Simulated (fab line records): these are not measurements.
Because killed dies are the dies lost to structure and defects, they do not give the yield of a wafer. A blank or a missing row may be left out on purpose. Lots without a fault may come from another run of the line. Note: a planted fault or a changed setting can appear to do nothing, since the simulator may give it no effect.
The tool behind it: which one?	flow gf180mcu	13 lots, 39 wafers sampled, at 2 steps of a route of 602

## WHAT EACH GAUGE READ, for each wafer
GF_HV_LDD_TW_MEAS_50. Usual: HV_LDD_4_TW 566, standard deviation 4.4.
lot	measured	on	HV_LDD_4_TW	flag
L909	day 12 14:35	filmMetro-03	565 568 568	
L911	day 13 14:25	filmMetro-01	567 570 566	
L912	day 13 21:49	filmMetro-04	563 559 562	
L913	day 14 06:05	filmMetro-01	565 567 568	
L916	day 15 03:55	filmMetro-04	562 559 559	
L917	day 15 12:17	filmMetro-01	569 570 569	
L918	day 15 21:15	filmMetro-01	512 510 514	OFF
L919	day 16 09:01	filmMetro-01	509 511 508	OFF
L921	day 16 22:08	filmMetro-04	499 502 499	OFF
L925	day 18 01:19	filmMetro-04	566 564 562	
L928	day 19 07:35	filmMetro-04	561 561 563	
L929	day 19 16:56	filmMetro-01	568 570 569	
L930	day 19 22:07	filmMetro-01	572 573 569	

## EACH LOT AND THE TOOL THAT RAN IT (in order: tool; ch and the chambers of the sampled wafers; start)
lot	GF_HV_LDD_IMPLANT_48
L909	implanter-04 ch 0, day 12 14:22
L911	implanter-04 ch 0, day 13 14:10
L912	implanter-04 ch 0, day 13 21:34
L913	implanter-01 ch 0, day 14 05:50
L916	implanter-04 ch 0, day 15 03:41
L917	implanter-03 ch 0, day 15 12:02
L918	implanter-03 ch 0, day 15 21:02
L919	implanter-03 ch 0, day 16 08:46
L921	implanter-03 ch 0, day 16 21:53
L925	implanter-01 ch 0, day 18 01:05
L928	implanter-01 ch 0, day 19 07:22
L929	implanter-03 ch 0, day 19 16:43
L930	implanter-01 ch 0, day 19 21:55
- GF_HV_LDD_IMPLANT_48

## WHAT THE TOOLS THEMSELVES READ (means of the sampled wafers that have a number; where no wafer has one, the mark that the record gives instead)
GF_HV_LDD_IMPLANT_48. Usual: tiltDeg 7.001 degrees, standard deviation 0.022.
lot	tool	tiltDeg (degrees)	flag
L909	implanter-04	7.005	
L911	implanter-04	6.999	
L912	implanter-04	7.032	
L913	implanter-01	7.001	
L916	implanter-04	7.017	
L917	implanter-03	6.980	
L918	implanter-03	0.016	OFF
L919	implanter-03	-0.002	OFF
L921	implanter-03	-0.005	OFF
L925	implanter-01	6.989	
L928	implanter-01	6.956	
L929	implanter-03	6.992	
L930	implanter-01	7.021	

## THE ANSWER, worked out from the rows above alone
Rule: a lot counts as off when the mean over its wafers that have a number is more than 3 standard deviations away from the usual mean. Also off: a lot with no number at a reading for which 4 or more lots have one. Any other lot the step has rows for is counted as sound. After the gauges, taken in route order, come the tools' own readings; for these a lot's mean is taken, as printed above. The first step at which some lot is off is used, and at that step the reading that is off furthest; a lot without a number counts as furthest.
Off: L918, L919, L921, seen at GF_HV_LDD_TW_MEAS_50 (HV_LDD_4_TW).
A tool fits if, at a process step before that reading, it ran every lot that is off, and no sound lot after the first of them. Not tried: the gauges at GF_HV_LDD_TW_MEAS_50; whatever is off there is also off at GF_HV_LDD_IMPLANT_48, on other tools, and gauge error can't account for it. No candidate that was tried fits.

## WHAT THE SIMULATOR PUT IN
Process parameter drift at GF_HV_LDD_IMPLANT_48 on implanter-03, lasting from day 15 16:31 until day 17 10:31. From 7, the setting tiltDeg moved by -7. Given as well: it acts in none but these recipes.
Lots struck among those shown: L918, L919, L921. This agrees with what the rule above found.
